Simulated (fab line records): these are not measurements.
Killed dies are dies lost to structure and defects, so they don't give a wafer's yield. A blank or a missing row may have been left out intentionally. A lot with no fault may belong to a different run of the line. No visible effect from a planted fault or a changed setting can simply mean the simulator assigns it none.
fab line records -- flow sfq_line
record lots=14, wafers=42, last_day=83
route steps=325 shown INCOMING@1 M0@39 I1@84
lots that met no fault: from a run of the same line without faults
start_h: start of the lot's first displayed wafer, in hours after the record's first day -- wait_h: time in hours since the lot's previous step -- " identical to the entry in the row above -- L1.1+2: one row covering several wafers at once -- - value missing, or start not given -- * or withheld: withheld -- < > ~ a bound
route shown NAME@n: a module of which the file shows steps, and the number in the route of the first -- usual: average and standard deviation across the fault-free wafers -- same: alike in all rows -- chamber/n: place in a boat -- sites: each site's reading -- _std_site: their standard deviation -- _edge_site: outer sites' mean less inner sites' -- radius_mm: for every site, how far away it sits from the centre of the wafer -- mask NAME#n: copy n -- behind: the tool/chamber that last shaped the wafer -- hold: cause of the lot's hold/its duration in hours/its outcome -- device: which transistor (n, p or np) failed to switch -- end of line: tests of these same wafers at the route's end -- a step with no rows: only its recipe -- killed: dies lost to structure and defects at the first sort, not the wafer's yield -- map: the dies of a wafer, with x for killed, . for not killed, _ for no die there
set.NAME: setting as actually run; set.NAME@STEP: the setting as run at that earlier step -- model.NAME: the simulator's own value behind a step, which no gauge read
a sample of lots followed through the steps of the route, with each step as a table and each wafer as a row
services: when a tool's chamber went out of use (start_h, in hours from the record's first day, below 0 if earlier), for how many hours, and the reason
## steps
# step SFQ_INCOMING_BOW_MEAS_900
# recipe mode=bow
# usual INCOMING_BOW=0/6.6
lot.wafer,tool,chamber,start_h,wait_h,INCOMING_BOW[um]
L717.2,film_metro-02,-,10.02,-,5
L717.4,film_metro-02,-,10.02,-,-8
L717.5,film_metro-02,-,10.02,-,-4
L718.3,film_metro-02,-,15.04,-,-2
L718.4,film_metro-02,-,15.04,-,2
L718.6,film_metro-02,-,15.04,-,-1
L720.1,film_metro-02,-,25.00,-,-11
L720.3,film_metro-02,-,25.00,-,9
L720.4,film_metro-02,-,25.00,-,14
L721.2,film_metro-03,-,30.02,-,0
L721.5,film_metro-03,-,30.02,-,-12
L721.6,film_metro-03,-,30.02,-,-5
L722.1,film_metro-02,-,35.00,-,8
L722.2,film_metro-02,-,35.00,-,6
L722.5,film_metro-02,-,35.00,-,-4
L723.2,film_metro-03,-,40.02,-,11
L723.3,film_metro-03,-,40.02,-,3
L723.4,film_metro-03,-,40.02,-,-1
L726.1,film_metro-03,-,55.00,-,-2
L726.2,film_metro-03,-,55.00,-,-8
L726.6,film_metro-03,-,55.00,-,3
L727.3,film_metro-02,-,60.04,-,-3
L727.4,film_metro-02,-,60.04,-,9
L727.5,film_metro-02,-,60.04,-,5
L731.1,film_metro-04,-,80.00,-,0
L731.4,film_metro-04,-,80.00,-,3
L731.6,film_metro-04,-,80.00,-,1
L733.3,film_metro-04,-,90.14,-,-10
L733.4,film_metro-04,-,90.14,-,-13
L733.6,film_metro-04,-,90.14,-,8
L735.1,film_metro-04,-,100.00,-,1
L735.3,film_metro-04,-,100.00,-,6
L735.4,film_metro-04,-,100.00,-,-6
L736.2,film_metro-03,-,105.02,-,1
L736.3,film_metro-03,-,105.02,-,-4
L736.4,film_metro-03,-,105.02,-,-2
L738.2,film_metro-03,-,115.02,-,-2
L738.4,film_metro-03,-,115.02,-,7
L738.5,film_metro-03,-,115.02,-,1
L740.1,film_metro-04,-,125.00,-,-9
L740.3,film_metro-04,-,125.00,-,-9
L740.5,film_metro-04,-,125.00,-,4
# step SFQ_TRILAYER_INCOMING_OXIDATION_002
# recipe temp_c=1000, ambient=H2O, target_thk_a=5000, p_h2o_torr=720, ox_time_s=4939
# usual spike_tc_centre_C=1000.3/1.4, spike_tc_lower_C=1000.0/0.96, spike_tc_top_C=1009.2/2.7, spike_tc_upper_C=999.5/1, tube_center_temp_C=1000/0.091, tube_center_temp_C_max=1002.6/0.42, zone_power_upper_pct=22.3/2.1
lot.wafer,tool,chamber,start_h,wait_h,spike_tc_centre_C,spike_tc_lower_C,spike_tc_top_C,spike_tc_upper_C,tube_center_temp_C,tube_center_temp_C_max,zone_power_upper_pct
L717.2,furnace-02,0,10.12,0.1,997.9,999.4,1008.4,999.5,999.96,1002.7,20.2
L717.4,furnace-02,0,10.12,0.1,1001.4,1000.5,1006.2,999.4,999.97,1002.2,20.0
L717.5,furnace-02,0,10.12,0.1,999.2,1000.5,1008.6,1000.0,999.97,1002.7,19.9
L718.3,furnace-01,0,15.12,0.1,1001.7,999.7,1011.0,999.3,999.97,1002.9,24.2
L718.4,furnace-01,0,15.12,0.1,1001.3,999.9,1013.3,999.5,999.88,1002.4,24.6
L718.6,furnace-01,0,15.12,0.1,1002.3,1000.7,1010.9,1000.6,1000.1,1002.4,24.4
L720.1,furnace-01,0,25.12,0.1,1000.3,1001.1,1012.1,1000.9,1000,1003.7,24.5
L720.3,furnace-01,0,25.12,0.1,1001.1,1000.9,1012.4,1002.0,1000.2,1003.3,24.2
L720.4,furnace-01,0,25.12,0.1,1000.4,1000.1,1012.2,1002.4,999.95,1002.4,24.4
L721.2,furnace-02,0,30.12,0.1,997.9,999.0,1007.9,998.9,999.91,1002.4,20.1
L721.5,furnace-02,0,30.12,0.1,1001.2,1000.0,1006.4,997.9,1000,1001.9,20.1
L721.6,furnace-02,0,30.12,0.1,999.2,999.1,1005.2,999.5,999.81,1001.9,20.2
L722.1,furnace-01,0,35.12,0.1,1001.8,999.6,1012.1,998.7,999.95,1002.4,24.8
L722.2,furnace-01,0,35.12,0.1,1001.1,1001.7,1012.2,997.3,999.97,1002.5,24.6
L722.5,furnace-01,0,35.12,0.1,1001.5,999.0,1011.2,998.9,1000.1,1002.4,24.7
L723.2,furnace-02,0,40.12,0.1,998.3,999.5,1006.3,998.6,999.97,1002.2,20.2
L723.3,furnace-02,0,40.12,0.1,999.9,998.9,1008.4,997.2,999.97,1002.4,20.0
L723.4,furnace-02,0,40.12,0.1,999.3,998.8,1005.1,999.0,1000.1,1003.5,20.2
L726.1,furnace-01,0,55.12,0.1,1001.7,1000.2,1012.4,999.6,1000.2,1002.4,24.2
L726.2,furnace-01,0,55.12,0.1,1002.3,1000.8,1012.1,999.9,1000.1,1003.0,23.8
L726.6,furnace-01,0,55.12,0.1,1000.8,998.5,1012.0,1001.7,999.87,1002.4,24.3
L727.3,furnace-02,0,60.12,0.1,1000.6,1000.3,1006.4,998.7,999.85,1002.4,20.1
L727.4,furnace-02,0,60.12,0.1,998.5,998.5,1005.6,1000.5,1000,1002.1,19.9
L727.5,furnace-02,0,60.12,0.1,1001.1,1001.3,1004.9,999.7,1000.1,1002.5,20.5
L731.1,furnace-02,0,80.12,0.1,999.9,998.9,1006.8,1001.0,1000,1002.9,20.3
L731.4,furnace-02,0,80.12,0.1,999.6,999.3,1006.1,1000.2,1000,1002.3,20.4
L731.6,furnace-02,0,80.12,0.1,999.2,997.5,1006.7,998.8,1000,1002.5,20.0
L733.3,furnace-02,0,90.22,0.1,992.8,993.1,999.0,992.8,992.56,996.0,20.1
L733.4,furnace-02,0,90.22,0.1,991.2,995.0,1000.5,991.8,992.51,994.4,20.1
L733.6,furnace-02,0,90.22,0.1,993.3,991.1,1000.3,992.4,992.64,995.5,19.7
L735.1,furnace-02,0,100.12,0.1,993.0,992.0,998.3,991.3,992.67,994.8,20.0
L735.3,furnace-02,0,100.12,0.1,993.5,991.4,998.1,992.0,992.55,995.2,19.9
L735.4,furnace-02,0,100.12,0.1,992.1,992.0,999.2,993.5,992.53,994.4,20.1
L736.2,furnace-01,0,105.12,0.1,1001.9,999.2,1013.5,1000.4,999.88,1002.0,24.6
L736.3,furnace-01,0,105.12,0.1,1002.2,1001.1,1010.6,998.9,1000,1002.4,24.7
L736.4,furnace-01,0,105.12,0.1,999.4,1000.3,1011.3,999.0,1000.1,1002.3,24.6
L738.2,furnace-01,0,115.12,0.1,1001.7,1000.8,1011.2,1000.4,1000,1002.0,24.3
L738.4,furnace-01,0,115.12,0.1,999.5,1000.1,1012.9,998.7,999.86,1002.2,24.3
L738.5,furnace-01,0,115.12,0.1,1002.8,1001.0,1012.2,999.7,1000.2,1002.2,24.6
L740.1,furnace-01,0,125.12,0.1,1000.8,999.6,1012.2,998.2,999.93,1002.3,24.8
L740.3,furnace-01,0,125.12,0.1,1001.5,1001.4,1012.8,999.3,1000,1002.8,24.6
L740.5,furnace-01,0,125.12,0.1,1000.3,1001.0,1010.9,999.5,999.92,1002.2,24.5
# step SFQ_TRILAYER_M0_BARC_OPEN_METAL_ETCH_031
# recipe mask_material=PR, chemistry=O2, target_depth_nm=125, target=BARC, icp_w=600, bias_w=80, pressure_mtorr=10, time_s=41.7
# usual drypump_motor_current_A=5.29/0.16, oes_product_au=0.685/0.0043
lot.wafer,tool,chamber,start_h,wait_h,drypump_motor_current_A,oes_product_au,rf_hours_counter_h
L717.2,rie_metal-02,1,182.14,0.0,5.27,0.681,100
L717.4,rie_metal-02,0,182.14,0.0,5.29,0.681,-
L717.5,rie_metal-02,0,182.14,0.0,5.29,0.681,-
L718.3,rie_metal-02,1,189.36,0.0,5.28,0.689,-
L718.4,rie_metal-02,0,189.36,0.0,5.30,0.686,-
L718.6,rie_metal-02,1,189.36,0.0,5.28,0.683,-
L720.1,rie_metal-04,0,201.34,0.0,5.01,0.682,111
L720.3,rie_metal-04,0,201.34,0.0,4.99,0.682,-
L720.4,rie_metal-04,1,201.34,0.0,5.45,0.685,-
L721.2,rie_metal-04,1,209.74,0.0,5.46,0.680,151
L721.5,rie_metal-04,0,209.74,0.0,5.05,0.686,-
L721.6,rie_metal-04,1,209.74,0.0,5.45,0.691,-
L722.1,rie_metal-02,0,220.34,0.0,5.29,0.682,56
L722.2,rie_metal-02,1,220.34,0.0,5.26,0.687,106
L722.5,rie_metal-02,0,220.34,0.0,5.29,0.687,-
L723.2,rie_metal-02,0,232.34,0.0,5.29,0.678,59
L723.3,rie_metal-02,0,232.34,0.0,5.27,0.688,-
L723.4,rie_metal-02,1,232.34,0.0,5.25,0.685,-
L726.1,rie_metal-02,0,253.94,0.0,5.29,0.685,63
L726.2,rie_metal-02,1,253.94,0.0,5.26,0.681,113
L726.6,rie_metal-02,0,253.94,0.0,5.28,0.688,-
L727.3,rie_metal-01,0,258.76,0.0,5.18,0.683,-
L727.4,rie_metal-01,1,258.76,0.0,5.61,0.686,-
L727.5,rie_metal-01,0,258.76,0.0,5.21,0.687,-
L731.1,rie_metal-02,1,286.34,0.0,5.27,0.676,119
L731.4,rie_metal-02,0,286.34,0.0,5.30,0.689,-
L731.6,rie_metal-02,0,286.34,0.0,5.27,0.692,-
L733.3,rie_metal-01,1,291.16,0.0,5.63,0.682,-
L733.4,rie_metal-01,0,291.16,0.0,5.20,0.689,-
L733.6,rie_metal-01,0,291.16,0.0,5.20,0.683,-
L735.1,rie_metal-04,0,307.14,0.0,5.04,0.680,132
L735.3,rie_metal-04,1,307.14,0.0,5.44,0.691,-
L735.4,rie_metal-04,0,307.14,0.0,5.03,0.688,-
L736.2,rie_metal-02,1,318.79,0.0,5.26,0.689,125
L736.3,rie_metal-02,0,318.79,0.0,5.28,0.693,-
L736.4,rie_metal-02,1,318.79,0.0,5.28,0.691,-
L738.2,rie_metal-04,1,326.07,0.0,5.44,0.685,174
L738.4,rie_metal-04,0,326.07,0.0,5.03,0.688,-
L738.5,rie_metal-04,1,326.07,0.0,5.43,0.690,-
L740.1,rie_metal-02,1,345.27,0.0,5.26,0.685,131
L740.3,rie_metal-02,1,345.27,0.0,5.29,0.680,-
L740.5,rie_metal-02,1,345.27,0.0,5.28,0.688,-
# step SFQ_TRILAYER_I1_VIA_BARC_OPEN_VIA_ETCH_071
# recipe mask_material=PR, chemistry=O2, target_depth_nm=125, target=BARC, source_w=500, bias_w=80, pressure_mtorr=30, time_s=41.7
# usual drypump_motor_current_A=5.84/0.25, oes_product_au=0.691/0.0046
lot.wafer,tool,chamber,start_h,wait_h,drypump_motor_current_A,oes_product_au,rf_hours_counter_h
L717.2,rie_diel-03,0,424.45,0.0,5.95,0.686,55
L717.4,rie_diel-03,2,424.45,0.0,6.21,0.687,-
L717.5,rie_diel-03,0,424.45,0.0,5.95,0.692,-
L718.3,rie_diel-04,3,432.85,0.0,5.93,0.692,9
L718.4,rie_diel-04,1,432.85,0.0,6.07,0.693,-
L718.6,rie_diel-04,3,432.85,0.0,5.93,0.690,-
L720.1,rie_diel-03,3,449.75,0.0,6.08,0.679,67
L720.3,rie_diel-03,1,449.75,0.0,5.56,0.687,12
L720.4,rie_diel-03,1,449.75,0.0,5.56,0.681,-
L721.2,rie_diel-01,2,461.75,0.0,5.55,0.691,1
L721.5,rie_diel-01,3,461.75,0.0,5.70,0.687,-
L721.6,rie_diel-01,0,461.75,0.0,6.00,0.689,-
L722.1,rie_diel-01,0,472.10,0.0,6.01,0.690,4
L722.2,rie_diel-01,2,472.10,0.0,5.55,0.683,1
L722.5,rie_diel-01,1,472.10,0.0,5.58,0.693,-
L723.2,rie_diel-04,0,490.05,0.0,5.48,0.689,55
L723.3,rie_diel-04,3,490.05,0.0,5.93,0.693,10
L723.4,rie_diel-04,1,490.05,0.0,6.07,0.686,68
L726.1,rie_diel-03,1,536.65,0.0,5.56,0.695,13
L726.2,rie_diel-03,3,536.65,0.0,6.13,0.696,69
L726.6,rie_diel-03,3,536.65,0.0,6.09,0.687,-
L727.3,rie_diel-03,1,546.25,0.0,5.58,0.695,14
L727.4,rie_diel-03,3,546.25,0.0,6.10,0.686,69
L727.5,rie_diel-03,2,546.25,0.0,6.25,0.691,-
L731.1,rie_diel-03,0,573.85,0.0,5.95,0.691,57
L731.4,rie_diel-03,2,573.85,0.0,6.27,0.695,5
L731.6,rie_diel-03,0,573.85,0.0,5.98,0.692,-
L733.3,rie_diel-04,0,595.87,0.0,5.50,0.699,57
L733.4,rie_diel-04,1,595.87,0.0,6.07,0.686,70
L733.6,rie_diel-04,3,595.87,0.0,5.94,0.700,-
L735.1,rie_diel-01,2,611.48,0.0,5.60,0.686,4
L735.3,rie_diel-01,0,611.48,0.0,6.02,0.691,7
L735.4,rie_diel-01,3,611.48,0.0,5.62,0.690,32
L736.2,rie_diel-01,0,622.61,0.0,6.02,0.700,7
L736.3,rie_diel-01,1,622.61,0.0,5.58,0.689,6
L736.4,rie_diel-01,3,622.61,0.0,5.65,0.693,32
L738.2,rie_diel-04,0,640.43,0.0,5.50,0.695,58
L738.4,rie_diel-04,1,640.43,0.0,6.08,0.687,-
L738.5,rie_diel-04,3,640.43,0.0,5.91,0.686,-
L740.1,rie_diel-01,2,798.16,0.0,5.55,0.698,7
L740.3,rie_diel-01,1,798.16,0.0,5.58,0.691,9
L740.5,rie_diel-01,2,798.16,0.0,5.52,0.689,-
## services
tool,chamber,start_h,hours,kind
rie_diel-01,2,4.77,3.5,repair
furnace-02,-,24.03,2.7,pm
furnace-02,-,73.63,6.0,pm
furnace-01,-,147.49,3.0,pm
furnace-02,-,192.49,4.1,pm
furnace-02,-,229.53,4.5,pm
furnace-01,-,264.63,2.9,pm
rie_metal-02,0,312.35,1.2,repair
furnace-01,-,314.22,3.9,pm
furnace-02,-,360.03,3.2,pm
rie_metal-02,-,404.33,0.9,repair
furnace-01,-,482.22,3.6,pm
furnace-02,-,511.53,2.9,pm
furnace-02,-,528.03,2.4,pm
rie_metal-02,0,544.07,2.0,repair
furnace-01,-,546.63,3.6,pm
rie_metal-02,-,606.04,2.8,pm
rie_metal-02,-,621.31,2.0,repair
furnace-01,-,628.95,5.3,pm
furnace-01,-,650.22,3.9,pm
rie_metal-02,-,694.35,1.8,repair
furnace-02,-,696.03,3.4,pm
furnace-02,-,793.53,2.7,pm
furnace-02,-,796.22,1.7,pm
## key
first_sign step=SFQ_TRILAYER_INCOMING_OXIDATION_002, reading=tube_center_temp_C, direction=down, sigmas=74, usual=*, struck=*
effect step=SFQ_TRILAYER_INCOMING_OXIDATION_002, reading=tube_center_temp_C_max, direction=down, sigmas=18, usual=*, struck=*
met_at SFQ_TRILAYER_INCOMING_OXIDATION_002
struck_lots L733,L735
not_acting_at SFQ_INCOMING_BOW_MEAS_900,SFQ_TRILAYER_M0_BARC_OPEN_METAL_ETCH_031,SFQ_TRILAYER_I1_VIA_BARC_OPEN_VIA_ETCH_071
onset_between 80.12 90.22
fault kind=process_parameter_drift, tool=furnace-02, chamber=-, onset_h=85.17, steps=SFQ_TRILAYER_INCOMING_OXIDATION_002, channel=temp_c, offset=*, shape=step, end_h=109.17, stated=*
